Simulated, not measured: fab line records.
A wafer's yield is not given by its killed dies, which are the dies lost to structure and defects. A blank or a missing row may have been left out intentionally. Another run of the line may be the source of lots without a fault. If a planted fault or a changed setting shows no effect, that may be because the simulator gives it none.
fab line records -- flow sky130
[record] lots = 7, wafers = 21, lastDay = 50
route steps=708 shown METAL5@675 PASSIVATION@681 PAD_OPEN@694
lots with no fault: from the same line, run without faults
startH: hours from the record's opening day to when the first of the lot's shown wafers began -- waitH: hours since the lot's step before -- " unchanged from the row above -- L1.1+2: a row that stands for several wafers -- - value missing, or start not given -- * or withheld: withheld -- < > ~ a bound
route shown NAME@n: names a module that has steps shown in the file, with the first one's number in the route -- usual: average and standard deviation across the fault-free wafers -- same: alike in all rows -- chamber/n: place in a boat -- sites: readings site by site -- _std_site: how widely they spread, as a standard deviation -- _edge_site: outer sites' mean less inner sites' -- radiusMm: how far each site lies from the wafer's centre -- mask NAME#n: copy n -- behind: the most recent tool/chamber to have shaped the wafer -- hold: why the lot went on hold/how many hours it stayed there/how the hold came to an end -- device: which transistor (n, p or np) failed to switch -- end of line: tests run on the same wafers once the route is complete -- a step with no rows: only its recipe -- killed: count of dies lost to structure and defects at first sort (not the wafer's yield) -- map: shows each die of a wafer: x if killed, . if not, _ if none is there
set.NAME: the setting that was run; set.NAME@STEP: the one run at that earlier step -- model.NAME: the simulator's own value behind a step, which no gauge read
a table for each step, a row for each wafer; lots at some steps of the route
services: from which hour (startH, from the record's first day; less than 0 if before it) a tool's chamber was out of use, for how many hours, and why
[[steps]]
[step SKY_METAL5_DESCUM_14]
[recipe] chemistry = O2, sourcePowerW = 150, biasPowerW = 0, pressureMtorr = 10, tempC = 40, timeS = 11
[usual] drypumpMotorCurrentA = 5.8/0.41, oesProductAu = 0.996/0.0083
lot.wafer,tool,chamber,startH,waitH,drypumpMotorCurrentA,oesProductAu,rfHoursCounterH
L812.1,rieMetal-04,1,1026.11,0.1,6.1,0.982,8
L812.3,rieMetal-04,0,1026.11,0.1,4.9,1.010,-
L812.6,rieMetal-04,1,1026.11,0.1,6.1,0.991,-
L813.1,rieMetal-03,0,1038.31,0.1,5.8,0.994,12
L813.3,rieMetal-03,0,1038.31,0.1,5.8,1.003,-
L813.4,rieMetal-03,1,1038.31,0.1,5.5,1.005,-
L819.3,rieMetal-02,1,1086.27,0.1,5.7,0.993,-
L819.4,rieMetal-02,1,1086.27,0.1,5.7,0.999,-
L819.5,rieMetal-02,1,1086.27,0.1,5.7,0.999,-
L821.1,rieMetal-02,1,1093.29,0.1,5.7,1.000,21
L821.2,rieMetal-02,1,1093.29,0.1,5.6,0.989,-
L821.3,rieMetal-02,1,1093.29,0.1,5.7,0.999,-
L822.1,rieMetal-04,1,1104.79,0.1,6.1,0.991,13
L822.3,rieMetal-04,1,1104.79,0.1,6.1,0.981,-
L822.4,rieMetal-04,1,1104.79,0.1,6.1,0.982,-
L825.1,rieMetal-04,1,1122.14,0.1,6.1,0.995,16
L825.3,rieMetal-04,1,1122.14,0.1,6.1,0.992,-
L825.6,rieMetal-04,1,1122.14,0.1,6.1,0.991,-
L833.1,rieMetal-02,0,1154.64,0.1,6.4,0.993,12
L833.2,rieMetal-02,1,1154.64,0.1,5.7,1.000,26
L833.6,rieMetal-02,1,1154.64,0.1,5.7,1.002,-
[step SKY_METAL5_METAL_ETCH_15]
[recipe] targetDepthA = 12600, stopOn = SiO2, overEtchFrac = 0.2, timeS = 252, chemistry = Cl2/BCl3, resistSidewallDeg = 86, pressureMtorr = 10, icpW = 900, biasW = 48.5, Cl2_flow_sccm = 60, bcl3FlowSccm = 30
[usual] drypumpMotorCurrentA = 5.8/0.41, oesProductAu = 0.894/0.0051, throttleValvePct = 22.265/0.01
[same] overEtchFrac = 0.2
lot.wafer,tool,chamber,startH,waitH,drypumpMotorCurrentA,oesProductAu,rfHoursCounterH,throttleValvePct
L812.1,rieMetal-04,1,1026.14,0.0,6.0,0.895,8,22.267
L812.3,rieMetal-04,0,1026.14,0.0,4.9,0.897,-,22.275
L812.6,rieMetal-04,1,1026.14,0.0,6.1,0.895,-,22.249
L813.1,rieMetal-03,0,1038.34,0.0,5.8,0.894,13,22.270
L813.3,rieMetal-03,0,1038.34,0.0,5.8,0.887,-,22.276
L813.4,rieMetal-03,1,1038.34,0.0,5.5,0.895,-,22.254
L819.3,rieMetal-02,1,1086.47,0.2,5.7,0.882,-,22.255
L819.4,rieMetal-02,1,1086.47,0.2,5.7,0.894,-,22.267
L819.5,rieMetal-02,1,1086.47,0.2,5.7,0.888,-,22.271
L821.1,rieMetal-02,1,1093.36,0.1,5.7,0.889,21,22.263
L821.2,rieMetal-02,1,1093.36,0.1,5.7,0.890,-,22.258
L821.3,rieMetal-02,1,1093.36,0.1,5.7,0.893,-,22.257
L822.1,rieMetal-04,1,1104.86,0.1,6.1,0.885,13,22.272
L822.3,rieMetal-04,1,1104.86,0.1,6.1,0.888,-,22.247
L822.4,rieMetal-04,1,1104.86,0.1,6.1,0.903,-,22.264
L825.1,rieMetal-04,1,1122.21,0.1,6.1,0.893,16,22.274
L825.3,rieMetal-04,1,1122.21,0.1,6.1,0.899,-,22.273
L825.6,rieMetal-04,1,1122.21,0.1,6.1,0.891,-,22.272
L833.1,rieMetal-02,0,1154.67,0.0,6.4,0.887,12,22.264
L833.2,rieMetal-02,1,1154.67,0.0,5.7,0.887,26,22.264
L833.6,rieMetal-02,1,1154.67,0.0,5.7,0.900,-,22.275
[step SKY_METAL5_STRIP_16]
[recipe] chemistry = O2/N2, powerW = 1400, pressureMtorr = 1500, platenTempC = withheld, o2FlowSccm = 3000, n2FlowSccm = 300, overashFraction = 0.5
[usual] drypumpMotorCurrentA = 5.8/0.47, oesProductAu = 0.710/0.0047, stripTimeToEndpointS = 13.11/0.11
lot.wafer,tool,chamber,startH,waitH,drypumpMotorCurrentA,oesProductAu,rfHoursCounterH,stripTimeToEndpointS
L812.1,plasmaAsher-02,1,1026.38,0.2,5.4,0.704,55,13.24
L812.3,plasmaAsher-02,0,1026.38,0.2,6.3,0.707,-,13.01
L812.6,plasmaAsher-02,0,1026.38,0.2,6.3,0.716,-,13.20
L813.1,plasmaAsher-02,1,1038.58,0.2,5.4,0.711,56,12.97
L813.3,plasmaAsher-02,0,1038.58,0.2,6.3,0.713,-,13.00
L813.4,plasmaAsher-02,1,1038.58,0.2,5.4,0.712,-,13.07
L819.3,plasmaAsher-02,1,1086.82,0.3,5.4,0.711,-,13.20
L819.4,plasmaAsher-02,0,1086.82,0.3,6.3,0.712,-,13.18
L819.5,plasmaAsher-02,0,1086.82,0.3,6.3,0.700,-,13.24
L821.1,plasmaAsher-03,0,1093.83,0.4,5.9,0.715,96,13.22
L821.2,plasmaAsher-03,1,1093.83,0.4,5.6,0.712,96,13.22
L821.3,plasmaAsher-03,0,1093.83,0.4,5.9,0.707,-,13.26
L822.1,plasmaAsher-03,0,1105.33,0.4,5.9,0.714,97,13.15
L822.3,plasmaAsher-03,0,1105.33,0.4,5.9,0.709,-,13.25
L822.4,plasmaAsher-03,1,1105.33,0.4,5.6,0.710,-,13.19
L825.1,plasmaAsher-02,1,1122.68,0.4,5.5,0.708,65,13.22
L825.3,plasmaAsher-02,1,1122.68,0.4,5.5,0.708,-,13.16
L825.6,plasmaAsher-02,0,1122.68,0.4,6.3,0.712,-,13.20
L833.1,plasmaAsher-03,0,1154.91,0.2,5.9,0.716,102,13.10
L833.2,plasmaAsher-03,1,1154.91,0.2,5.6,0.716,102,13.06
L833.6,plasmaAsher-03,1,1154.91,0.2,5.6,0.718,-,13.07
[step SKY_METAL5_STRIP_17]
[recipe] chemistry = postEtchResidueRemover, timeS = 1200, tempC = 72.5
[step SKY_METAL5_CLEAN_18]
[recipe] chemistry = IPA, timeS = 180, tempC = 25
[step SKY_METAL5_CLEAN_19]
[recipe] chemistry = O3/DIW, dry = n2Spin
[step SKY_PASSIVATION_CVD_00]
[recipe] material = SiO2, targetThkNm = 90, tempC = 400, timeS = withheld, rfW = 600
[usual] heaterPowerW = 706/110
lot.wafer,tool,chamber,startH,waitH,heaterPowerW
L812.1,pecvd-03,1,1027.02,0.0,777
L812.3,pecvd-03,2,1027.02,0.0,625
L812.6,pecvd-03,1,1027.02,0.0,769
L813.1,pecvd-01,0,1039.21,0.0,844
L813.3,pecvd-01,1,1039.21,0.0,441
L813.4,pecvd-01,2,1039.21,0.0,828
L819.3,pecvd-02,1,1087.37,0.0,798
L819.4,pecvd-02,1,1087.37,0.0,797
L819.5,pecvd-02,0,1087.37,0.0,783
L821.1,pecvd-03,1,1094.42,0.0,686
L821.2,pecvd-03,0,1094.42,0.0,678
L821.3,pecvd-03,2,1094.42,0.0,605
L822.1,pecvd-03,0,1106.00,0.0,672
L822.3,pecvd-03,2,1106.00,0.0,602
L822.4,pecvd-03,1,1106.00,0.0,764
L825.1,pecvd-03,1,1123.31,0.0,747
L825.3,pecvd-03,1,1123.31,0.0,765
L825.6,pecvd-03,1,1123.31,0.0,772
L833.1,pecvd-02,0,1155.54,0.0,891
L833.2,pecvd-02,1,1155.54,0.0,659
L833.6,pecvd-02,2,1155.54,0.0,847
[step SKY_PASSIVATION_THK_MEAS_01]
[recipe] reads = SiO2_of_PASSIVATION_CVD_00
[usual] PASSIVATION_CVD_00_THK = 89.9/1.1
lot.wafer,tool,chamber,startH,waitH,PASSIVATION_CVD_00_THK[nm]
L812.1,filmMetro-01,-,1027.04,-,87.6
L812.3,filmMetro-01,-,1027.04,-,88.0
L812.6,filmMetro-01,-,1027.04,-,90.5
L813.1,filmMetro-02,-,1039.23,-,89.7
L813.3,filmMetro-02,-,1039.23,-,89.9
L813.4,filmMetro-02,-,1039.23,-,91.2
L819.3,filmMetro-01,-,1087.42,-,90.2
L819.4,filmMetro-01,-,1087.42,-,90.0
L819.5,filmMetro-01,-,1087.42,-,90.6
L821.1,filmMetro-01,-,1094.44,-,90.5
L821.2,filmMetro-01,-,1094.44,-,88.7
L821.3,filmMetro-01,-,1094.44,-,90.1
L822.1,filmMetro-02,-,1106.02,-,88.8
L822.3,filmMetro-02,-,1106.02,-,89.5
L822.4,filmMetro-02,-,1106.02,-,91.6
L825.1,filmMetro-01,-,1123.34,-,89.2
L825.3,filmMetro-01,-,1123.34,-,92.6
L825.6,filmMetro-01,-,1123.34,-,91.2
L833.1,filmMetro-04,-,1155.56,-,89.4
L833.2,filmMetro-04,-,1155.56,-,87.1
L833.6,filmMetro-04,-,1155.56,-,88.5
[step SKY_PASSIVATION_CVD_02]
[recipe] material = Si3N4, targetThkNm = 540, tempC = 400, timeS = withheld, rfW = 450
[usual] heaterPowerW = 778/140
lot.wafer,tool,chamber,startH,waitH,heaterPowerW
L812.1,pecvd-01,1,1027.10,0.1,536
L812.3,pecvd-01,0,1027.10,0.1,850
L812.6,pecvd-01,2,1027.10,0.1,922
L813.1,pecvd-03,0,1039.29,0.1,751
L813.3,pecvd-03,2,1039.29,0.1,632
L813.4,pecvd-03,0,1039.29,0.1,741
L819.3,pecvd-02,2,1087.46,0.0,898
L819.4,pecvd-02,0,1087.46,0.0,823
L819.5,pecvd-02,2,1087.46,0.0,745
L821.1,pecvd-02,1,1094.50,0.1,778
L821.2,pecvd-02,2,1094.50,0.1,876
L821.3,pecvd-02,0,1094.50,0.1,892
L822.1,pecvd-01,2,1106.08,0.1,812
L822.3,pecvd-01,0,1106.08,0.1,883
L822.4,pecvd-01,0,1106.08,0.1,720
L825.1,pecvd-01,0,1123.40,0.1,861
L825.3,pecvd-01,2,1123.40,0.1,939
L825.6,pecvd-01,0,1123.40,0.1,899
L833.1,pecvd-03,2,1155.62,0.1,608
L833.2,pecvd-03,0,1155.62,0.1,682
L833.6,pecvd-03,1,1155.62,0.1,785
[step SKY_PASSIVATION_THK_MEAS_03]
[recipe] reads = Si3N4_of_PASSIVATION_CVD_02
[usual] PASSIVATION_CVD_02_THK = 539/7
lot.wafer,tool,chamber,startH,waitH,PASSIVATION_CVD_02_THK[nm]
L812.1,filmMetro-04,-,1027.33,-,540
L812.3,filmMetro-04,-,1027.33,-,540
L812.6,filmMetro-04,-,1027.33,-,538
L813.1,filmMetro-04,-,1039.52,-,537
L813.3,filmMetro-04,-,1039.52,-,537
L813.4,filmMetro-04,-,1039.52,-,541
L819.3,filmMetro-01,-,1087.70,-,541
L819.4,filmMetro-01,-,1087.70,-,544
L819.5,filmMetro-01,-,1087.70,-,542
L821.1,filmMetro-04,-,1094.72,-,533
L821.2,filmMetro-04,-,1094.72,-,537
L821.3,filmMetro-04,-,1094.72,-,531
L822.1,filmMetro-01,-,1106.30,-,537
L822.3,filmMetro-01,-,1106.30,-,536
L822.4,filmMetro-01,-,1106.30,-,539
L825.1,filmMetro-04,-,1123.62,-,531
L825.3,filmMetro-04,-,1123.62,-,544
L825.6,filmMetro-04,-,1123.62,-,546
L833.1,filmMetro-01,-,1155.84,-,535
L833.2,filmMetro-01,-,1155.84,-,531
L833.6,filmMetro-01,-,1155.84,-,542
[step SKY_PASSIVATION_DEHYDRATE_04]
[recipe] tempC = 200, timeS = 60
[step SKY_PASSIVATION_HMDS_05]
[recipe] primeTimeS = 60, primeTempC = 120
[step SKY_PASSIVATION_COAT_06]
[recipe] spinRpm = 2000, resistThkNm = 3000
[usual] dispensePressureKPa = 54.8/1.3, spinSpeedRpm = 1999.9/1.4
lot.wafer,tool,chamber,startH,waitH,dispensePressureKPa,spinSpeedRpm,model.coat_of_PASSIVATION_COAT_06.thkNm
L812.1,lithoTrack-04,0,1038.53,0.1,53.6,1998.7,2995
L812.3,lithoTrack-04,0,1038.53,0.1,53.7,1999.1,2991
L812.6,lithoTrack-04,0,1038.53,0.1,53.6,1999.5,3004
L813.1,lithoTrack-03,0,1049.29,0.1,56.4,1998.0,2996
L813.3,lithoTrack-03,0,1049.29,0.1,56.4,1999.4,3007
L813.4,lithoTrack-03,0,1049.29,0.1,56.4,1998.3,2998
L819.3,lithoTrack-04,0,1097.48,0.1,53.7,2122.6,2897
L819.4,lithoTrack-04,0,1097.48,0.1,53.7,2122.4,2899
L819.5,lithoTrack-04,0,1097.48,0.1,53.7,2121.4,2890
L821.1,lithoTrack-04,0,1104.53,0.1,53.7,2120.7,2916
L821.2,lithoTrack-04,0,1104.53,0.1,53.6,2122.9,2917
L821.3,lithoTrack-04,0,1104.53,0.1,53.7,2123.3,2911
L822.1,lithoTrack-04,0,1115.33,0.1,53.6,2120.5,2912
L822.3,lithoTrack-04,0,1115.33,0.1,53.6,2122.5,2919
L822.4,lithoTrack-04,0,1115.33,0.1,53.7,2121.0,2917
L825.1,lithoTrack-02,0,1132.70,0.1,55.9,1999.3,3004
L825.3,lithoTrack-02,0,1132.70,0.1,55.9,1999.0,3009
L825.6,lithoTrack-02,0,1132.70,0.1,55.9,2000.1,3003
L833.1,lithoTrack-03,0,1164.39,0.1,56.3,1997.5,2983
L833.2,lithoTrack-03,0,1164.39,0.1,56.4,2000.1,2991
L833.6,lithoTrack-03,0,1164.39,0.1,56.4,1997.9,2980
[step SKY_PASSIVATION_SOFTBAKE_07]
[recipe] tempC = 110, timeS = withheld
[step SKY_PASSIVATION_EXPOSE_08]
[recipe] maskId = NSM, targetCdNm = 3000, na = 0.57, doseMj = 260
[step SKY_PASSIVATION_PEB_09]
[recipe] tempC = 115, timeS = withheld
[step SKY_PASSIVATION_DEVELOP_10]
[recipe] developTimeS = 60, devTempC = 23
[step SKY_PASSIVATION_ETCH_11]
[recipe] chemistry = CF4/O2, targetDepthNm = 725, stopOn = AlCu, sourceW = 800, biasW = 150, pressureMtorr = 150, cf4FlowSccm = 80, O2_flow_sccm = 10, timeS = 161.1
[usual] drypumpMotorCurrentA = 5.4/0.45, oesProductAu = 0.978/0.007, throttleValvePct = 5.963/0.0095
lot.wafer,tool,chamber,startH,waitH,drypumpMotorCurrentA,oesProductAu,rfHoursCounterH,throttleValvePct,model.coat_of_PASSIVATION_COAT_06.thkNm
L812.1,rieDiel-04,3,1048.99,-,5.9,0.977,18,5.973,2496
L812.3,rieDiel-04,0,1048.99,-,5.5,0.974,10,5.959,2495
L812.6,rieDiel-04,0,1048.99,-,5.5,0.979,-,5.957,2505
L813.1,rieDiel-03,1,1060.79,-,5.1,0.974,17,5.964,2515
L813.3,rieDiel-03,2,1060.79,-,4.8,0.976,21,5.959,2516
L813.4,rieDiel-03,3,1060.79,-,5.1,0.977,12,5.947,2516
L819.3,rieDiel-04,3,1107.28,-,6.0,0.980,19,5.967,2400
L819.4,rieDiel-04,0,1107.28,-,5.5,0.978,11,5.954,2400
L819.5,rieDiel-04,1,1107.28,-,4.9,0.979,-,5.955,2398
L821.1,rieDiel-02,0,1114.23,-,5.9,0.972,18,5.964,2431
L821.2,rieDiel-02,2,1114.23,-,6.4,0.967,10,5.962,2428
L821.3,rieDiel-02,3,1114.23,-,5.4,0.978,21,5.964,2417
L822.1,rieDiel-04,1,1125.80,-,4.9,0.980,13,5.966,2419
L822.3,rieDiel-04,0,1125.80,-,5.4,0.971,12,5.968,2426
L822.4,rieDiel-04,2,1125.80,-,4.9,0.981,8,5.967,2440
L825.1,rieDiel-04,2,1142.04,-,4.9,0.972,9,5.965,2518
L825.3,rieDiel-04,0,1142.04,-,5.4,0.988,13,5.961,2519
L825.6,rieDiel-04,1,1142.04,-,5.0,0.986,-,5.969,2511
L833.1,rieDiel-02,2,1173.09,-,6.4,0.978,12,5.968,2488
L833.2,rieDiel-02,1,1173.09,-,5.1,0.969,13,5.970,2505
L833.6,rieDiel-02,0,1173.09,-,5.9,0.974,-,5.970,2491
[step SKY_PASSIVATION_STRIP_12]
[recipe] chemistry = O2/N2, powerW = 1400, pressureMtorr = 1500, platenTempC = withheld, overashFraction = 0.7, o2FlowSccm = 3000, n2FlowSccm = 300
[usual] drypumpMotorCurrentA = 5.7/0.57, oesProductAu = 0.660/0.0045, stripTimeToEndpointS = 31.50/0.16
lot.wafer,tool,chamber,startH,waitH,drypumpMotorCurrentA,oesProductAu,rfHoursCounterH,stripTimeToEndpointS
L812.1,plasmaAsher-01,1,1049.10,0.1,5.0,0.660,31,31.28
L812.3,plasmaAsher-01,0,1049.10,0.1,6.4,0.659,-,31.25
L812.6,plasmaAsher-01,1,1049.10,0.1,5.0,0.658,-,31.40
L813.1,plasmaAsher-01,1,1060.89,0.1,5.0,0.655,32,31.51
L813.3,plasmaAsher-01,0,1060.89,0.1,6.4,0.655,-,31.51
L813.4,plasmaAsher-01,1,1060.89,0.1,5.0,0.660,-,31.50
L819.3,plasmaAsher-02,0,1107.42,0.1,6.3,0.659,-,30.18
L819.4,plasmaAsher-02,1,1107.42,0.1,5.5,0.655,-,30.16
L819.5,plasmaAsher-02,1,1107.42,0.1,5.5,0.669,-,30.14
L821.1,plasmaAsher-04,1,1114.34,0.1,4.9,0.660,5,30.54
L821.2,plasmaAsher-04,0,1114.34,0.1,5.8,0.667,5,30.49
L821.3,plasmaAsher-04,0,1114.34,0.1,5.9,0.660,-,30.38
L822.1,plasmaAsher-02,0,1125.90,0.1,6.3,0.662,65,30.40
L822.3,plasmaAsher-02,1,1125.90,0.1,5.4,0.652,-,30.48
L822.4,plasmaAsher-02,0,1125.90,0.1,6.3,0.661,-,30.65
L825.1,plasmaAsher-01,1,1142.14,0.1,5.0,0.659,40,31.55
L825.3,plasmaAsher-01,0,1142.14,0.1,6.4,0.665,-,31.55
L825.6,plasmaAsher-01,1,1142.14,0.1,5.0,0.660,-,31.46
L833.1,plasmaAsher-02,0,1173.19,0.1,6.3,0.655,70,31.19
L833.2,plasmaAsher-02,1,1173.19,0.1,5.5,0.660,70,31.38
L833.6,plasmaAsher-02,1,1173.19,0.1,5.4,0.660,-,31.23
[step SKY_PAD_OPEN_DEHYDRATE_00]
[recipe] tempC = 200, timeS = 60
[step SKY_PAD_OPEN_PROBE_99]
[usual] defectLimitedYield = 82.4/1.7, killed_at_M0_to_M3 = 44/6.9, killed_at_M4_up = 3.3/1.7, killedAtContacts = 24/4.7, killedAtFrontEnd = 15/4.5, killedAtOther = 0.2/0.49, killedDies = 86/8.4, killedOpen = 47/6.5, killedShort = 39/6, sort_bin_3_pad_short = 0.9/0.4, sort_bin_5_function = 10.4/1.5, sort_bin_6_memory = 6.3/1, sortNPass = 406/8.4, sortYieldPct = 82.4/1.7
[same] grossDies = 492, killedAtBackSide = 0, sort_bin_4_leakage[%] = 0, sort_bin_8_speed[%] = 0
lot.wafer,tool,chamber,startH,waitH,defectLimitedYield[%],killed_at_M0_to_M3,killed_at_M4_up,killedAtContacts,killedAtFrontEnd,killedAtOther,killedDies,killedOpen,killedShort,sort_bin_3_pad_short[%],sort_bin_5_function[%],sort_bin_6_memory[%],sortNPass,sortYieldPct[%]
L812.1,prober-01,-,1072.76,0.1,81.1,43,5,26,19,0,93,54,39,1.0,11.4,6.5,399,81.1
L812.3,prober-01,-,1072.86,0.2,81.7,49,2,19,20,0,90,53,37,1.0,11.4,5.9,402,81.7
L812.6,prober-01,-,1073.01,0.2,79.5,44,3,31,22,1,101,57,44,0.8,14.2,5.5,391,79.5
L819.3,prober-01,-,1129.44,0.2,82.7,45,2,27,11,0,85,45,40,0.4,10.8,6.1,407,82.7
L819.4,prober-01,-,1129.49,0.2,83.7,36,2,28,14,0,80,42,38,0.6,8.3,7.3,412,83.7
L819.5,prober-01,-,1129.54,0.2,79.9,38,3,34,23,1,99,55,44,0.6,11.6,7.9,393,79.9
L821.1,prober-01,-,1135.94,0.1,80.1,41,6,29,22,0,98,51,47,1.6,11.0,7.3,394,80.1
L821.2,prober-01,-,1135.99,0.1,86.4,34,3,19,11,0,67,44,23,0.4,7.3,5.9,425,86.4
L821.3,prober-01,-,1136.04,0.2,80.7,37,7,31,19,1,95,52,43,1.2,10.6,7.5,397,80.7
L822.1,prober-02,-,1146.82,0.1,80.3,40,2,38,17,0,97,59,38,0.8,12.2,6.7,395,80.3
L822.3,prober-02,-,1146.92,0.2,84.6,43,3,20,10,0,76,48,28,1.0,8.9,5.5,416,84.6
L822.4,prober-02,-,1146.97,0.2,82.5,38,2,33,13,0,86,48,38,1.0,10.0,6.5,406,82.5
L825.1,prober-02,-,1162.67,0.1,83.7,36,7,24,12,1,80,40,40,0.2,9.6,6.5,412,83.7
L825.3,prober-02,-,1162.77,0.2,82.3,43,7,29,8,0,87,45,42,1.2,10.0,6.5,405,82.3
L825.6,prober-02,-,1162.92,0.2,82.5,47,7,21,10,1,86,45,41,0.8,10.4,6.3,406,82.5
L833.1,prober-01,-,1192.06,0.1,78.9,52,1,26,25,0,104,57,47,0.6,14.0,6.5,388,78.9
L833.2,prober-01,-,1192.11,0.1,80.9,61,3,13,15,2,94,53,41,0.6,11.4,7.1,398,80.9
L833.6,prober-01,-,1192.31,0.2,81.7,37,5,25,23,0,90,49,41,1.0,12.8,4.5,402,81.7
// killed by level:class
L812.1 CONTACT:geometricParticle:open=10 VIA1:geometricParticle:open=10 VIA2:geometricParticle:open=9 FIELD_ISO:geometricParticle:short=7 VIA3:geometricParticle:open=7 FIELD_ISO:geometricParticle:open=6 LI_CONTACT:geometricParticle:short=5 CONTACT:geometricParticle:short=5
L812.3 VIA1:geometricParticle:open=13 METAL1:geometricParticle:short=9 FIELD_ISO:geometricParticle:short=6 CONTACT:geometricParticle:open=6 VIA2:geometricParticle:open=6 VIA3:geometricParticle:open=6 LI_CONTACT:geometricParticle:open=5 FIELD_ISO:geometricParticle:open=4
L812.6 CONTACT:geometricParticle:open=14 VIA1:geometricParticle:open=11 FIELD_ISO:geometricParticle:short=9 VIA3:geometricParticle:open=7 METAL2:geometricParticle:short=6 FIELD_ISO:geometricParticle:open=5 LOCAL_INTERCONNECT:geometricParticle:short=5 CONTACT:geometricParticle:short=5
L819.3 LI_CONTACT:geometricParticle:open=7 CONTACT:geometricParticle:open=6 METAL1:geometricParticle:short=6 VIA2:geometricParticle:open=6 VIA1:geometricParticle:open=6 VIA3:geometricParticle:open=5 VIA1:geometricParticle:short=5 LOCAL_INTERCONNECT:geometricParticle:short=5
L819.4 VIA1:geometricParticle:open=10 LI_CONTACT:geometricParticle:open=8 CONTACT:geometricParticle:open=8 METAL1:geometricParticle:short=8 POLY_GATE:geometricParticle:open=6 CONTACT:geometricParticle:short=5 VIA2:geometricParticle:short=5 LOCAL_INTERCONNECT:geometricParticle:short=4
L819.5 LI_CONTACT:geometricParticle:open=12 VIA1:geometricParticle:open=9 CONTACT:geometricParticle:open=7 FIELD_ISO:geometricParticle:open=6 CONTACT:geometricParticle:short=6 POLY_GATE:geometricParticle:open=6 METAL1:geometricParticle:short=6 VIA3:geometricParticle:open=6
L821.1 CONTACT:geometricParticle:open=12 CONTACT:geometricParticle:short=8 VIA3:geometricParticle:open=7 METAL2:geometricParticle:short=6 METAL4:geometricParticle:short=6 LI_CONTACT:geometricParticle:open=5 VIA1:geometricParticle:open=5 METAL2:geometricParticle:open=5
L821.2 VIA2:geometricParticle:open=9 VIA3:geometricParticle:open=9 CONTACT:geometricParticle:open=6 VIA1:geometricParticle:open=6 FIELD_ISO:geometricParticle:short=4 LI_CONTACT:geometricParticle:open=4 CONTACT:geometricParticle:short=3 METAL4:geometricParticle:short=3
L821.3 LI_CONTACT:geometricParticle:open=9 CONTACT:geometricParticle:open=9 VIA1:geometricParticle:open=9 LI_CONTACT:geometricParticle:short=7 FIELD_ISO:geometricParticle:open=5 POLY_GATE:geometricParticle:open=5 METAL1:geometricParticle:short=5 VIA3:geometricParticle:open=5
L822.1 VIA1:geometricParticle:open=11 CONTACT:geometricParticle:open=11 LI_CONTACT:geometricParticle:open=10 VIA3:geometricParticle:open=7 CONTACT:geometricParticle:short=6 FIELD_ISO:geometricParticle:open=5 LOCAL_INTERCONNECT:geometricParticle:short=5 VIA2:geometricParticle:open=4
L822.3 VIA1:geometricParticle:open=13 VIA3:geometricParticle:open=10 VIA2:geometricParticle:open=8 CONTACT:geometricParticle:open=5 LI_CONTACT:geometricParticle:open=4 FIELD_ISO:geometricParticle:short=3 POLY_GATE:geometricParticle:short=3 LI_CONTACT:geometricParticle:short=3
L822.4 CONTACT:geometricParticle:short=9 CONTACT:geometricParticle:open=9 VIA1:geometricParticle:open=8 LI_CONTACT:geometricParticle:open=7 VIA2:geometricParticle:open=6 FIELD_ISO:geometricParticle:open=4 FIELD_ISO:geometricParticle:short=4 LI_CONTACT:geometricParticle:short=4
L825.1 CONTACT:geometricParticle:open=8 VIA1:geometricParticle:open=7 VIA2:geometricParticle:open=7 METAL4:geometricParticle:short=7 LI_CONTACT:geometricParticle:open=6 VIA1:geometricParticle:short=6 FIELD_ISO:geometricParticle:open=5 CONTACT:geometricParticle:short=5
L825.3 CONTACT:geometricParticle:open=10 LI_CONTACT:geometricParticle:open=9 VIA1:geometricParticle:open=9 METAL1:geometricParticle:short=8 LOCAL_INTERCONNECT:geometricParticle:short=5 METAL2:geometricParticle:short=5 VIA2:geometricParticle:short=5 VIA2:geometricParticle:open=5
L825.6 CONTACT:geometricParticle:open=11 VIA1:geometricParticle:open=11 METAL4:geometricParticle:short=6 METAL3:geometricParticle:short=5 LI_CONTACT:geometricParticle:open=4 VIA1:geometricParticle:short=4 METAL2:geometricParticle:open=4 METAL2:geometricParticle:short=4
L833.1 FIELD_ISO:geometricParticle:short=10 LI_CONTACT:geometricParticle:open=10 VIA1:geometricParticle:open=9 VIA2:geometricParticle:short=8 VIA3:geometricParticle:open=8 POLY_GATE:geometricParticle:open=7 CONTACT:geometricParticle:open=7 VIA2:geometricParticle:open=5
L833.2 VIA1:geometricParticle:open=19 METAL2:geometricParticle:short=8 VIA2:geometricParticle:open=8 POLY_GATE:geometricParticle:open=6 VIA3:geometricParticle:open=5 CONTACT:geometricParticle:open=5 METAL1:geometricParticle:short=4 VIA1:geometricParticle:short=4
L833.6 VIA1:geometricParticle:open=9 VIA3:geometricParticle:open=8 FIELD_ISO:geometricParticle:open=7 CONTACT:geometricParticle:open=7 FIELD_ISO:geometricParticle:short=6 METAL4:geometricParticle:short=5 CONTACT:geometricParticle:short=5 LI_CONTACT:geometricParticle:open=5
[[services]]
tool,chamber,startH,hours,kind
plasmaAsher-02,-,1009.30,3.3,repair
plasmaAsher-01,-,1015.56,2.1,repair
rieDiel-03,0,1016.69,7.1,repair
rieDiel-04,-,1021.30,0.2,repair
rieDiel-04,1,1025.70,18.2,repair
rieDiel-04,3,1032.78,9.7,repair
pecvd-02,-,1039.31,0.5,repair
plasmaAsher-01,-,1045.97,1.5,repair
plasmaAsher-03,-,1048.70,0.7,repair
plasmaAsher-03,-,1052.56,2.0,repair
plasmaAsher-04,-,1055.25,9.0,pm
rieMetal-02,0,1082.83,14.1,repair
rieMetal-03,0,1084.67,27.3,repair
pecvd-03,-,1087.35,1.0,repair
rieMetal-02,-,1091.49,1.4,pm
rieMetal-04,0,1092.78,32.9,repair
plasmaAsher-02,-,1102.52,1.6,repair
pecvd-02,-,1106.00,6.0,pm
plasmaAsher-04,-,1110.06,2.8,pm
rieMetal-03,-,1116.39,2.8,pm
plasmaAsher-03,-,1129.10,1.5,repair
rieDiel-03,2,1150.72,13.9,repair
plasmaAsher-01,-,1151.02,0.5,repair
pecvd-03,-,1172.84,2.8,pm
[[key]]
[firstSign] step = SKY_PASSIVATION_COAT_06, reading = spinSpeedRpm, direction = up, sigmas = 87, usual = 1999.9, struck = 2121.9
[effect] step = SKY_PASSIVATION_STRIP_12, reading = stripTimeToEndpointS, direction = down, sigmas = 6.8, usual = *, struck = *
[modelEffect] step = SKY_PASSIVATION_COAT_06, value = coat_of_PASSIVATION_COAT_06.thkNm, without = 2996, struck = 2909
[modelEffect] step = SKY_PASSIVATION_ETCH_11, value = coat_of_PASSIVATION_COAT_06.thkNm, without = 2505, struck = 2418
metAt SKY_PASSIVATION_COAT_06
struckWafers L819.3,L819.4,L819.5,L821.1,L821.2,L821.3,L822.1,L822.3,L822.4
onsetBetween 1038.53 1097.48
[fault] kind = processParameterDrift, tool = lithoTrack-04, chamber = -, onsetH = 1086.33, steps = SKY_PASSIVATION_COAT_06, channel = spinRpm, offset = 121.85, shape = step, endH = 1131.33, actsIn = theseRecipesOnly, stated = 2000
